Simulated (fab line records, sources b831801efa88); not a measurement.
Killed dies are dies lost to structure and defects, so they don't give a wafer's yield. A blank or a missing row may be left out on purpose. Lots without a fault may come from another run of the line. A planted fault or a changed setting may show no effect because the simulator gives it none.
Which tool did it? | flow gf180mcu | 6 lots, 18 wafers sampled, at 2 steps of a route of 602

WHAT THE GAUGES READ, wafer by wafer
GF_NWELL_OVL_MEAS_07.
lot  | measured    | on         | NWELL_OVL (nm)
L999 | day 3 13:05 | overlay-02 | 1.3 -1.0 -1.2
L101 | day 4 00:17 | overlay-01 | 0.7 1.2 0.0
L112 | day 6 12:38 | overlay-02 | 3.5 1.7 1.2
L114 | day 6 23:07 | overlay-01 | -1.2 1.4 -0.8
L117 | day 7 15:18 | overlay-01 | -0.1 -1.2 0.4
L120 | day 8 06:48 | overlay-01 | 0.6 1.0 1.5

WHICH TOOL RAN EACH LOT (tool, then ch and the chambers of the sampled wafers, then the start)
lot  | GF_NWELL_EXPOSE_04
L999 | iline_stepper-01 ch 0, day 3 06:59
L101 | iline_stepper-02 ch 0, day 3 17:51
L112 | iline_stepper-02 ch 0, day 6 05:04
L114 | iline_stepper-02 ch 0, day 6 15:38
L117 | iline_stepper-02 ch 0, day 7 07:53
L120 | iline_stepper-01 ch 0, day 7 22:53
- GF_NWELL_EXPOSE_04: exposes mask Nwell, target cd 860 nm.

THE ANSWER, worked out from the rows above alone
Rule: what is usual is taken from the lots themselves. Put in order of their means at a reading, lots are off if they are a third of the lots or fewer, leave a main group of 4 or more, and stand apart from it by a gap of 3 or more times the standard deviation of the main group's means; of several such gaps the widest counts. A main group whose means are all the same, to the digits that the tables above print for the reading, isn't used. A lot without any number at a reading at which 4 lots or more have one is off too. The other lots that the step has rows for count as sound.
No lot is off at any reading shown: from this, nothing can be told.

WHAT THE SIMULATOR HAD PUT IN
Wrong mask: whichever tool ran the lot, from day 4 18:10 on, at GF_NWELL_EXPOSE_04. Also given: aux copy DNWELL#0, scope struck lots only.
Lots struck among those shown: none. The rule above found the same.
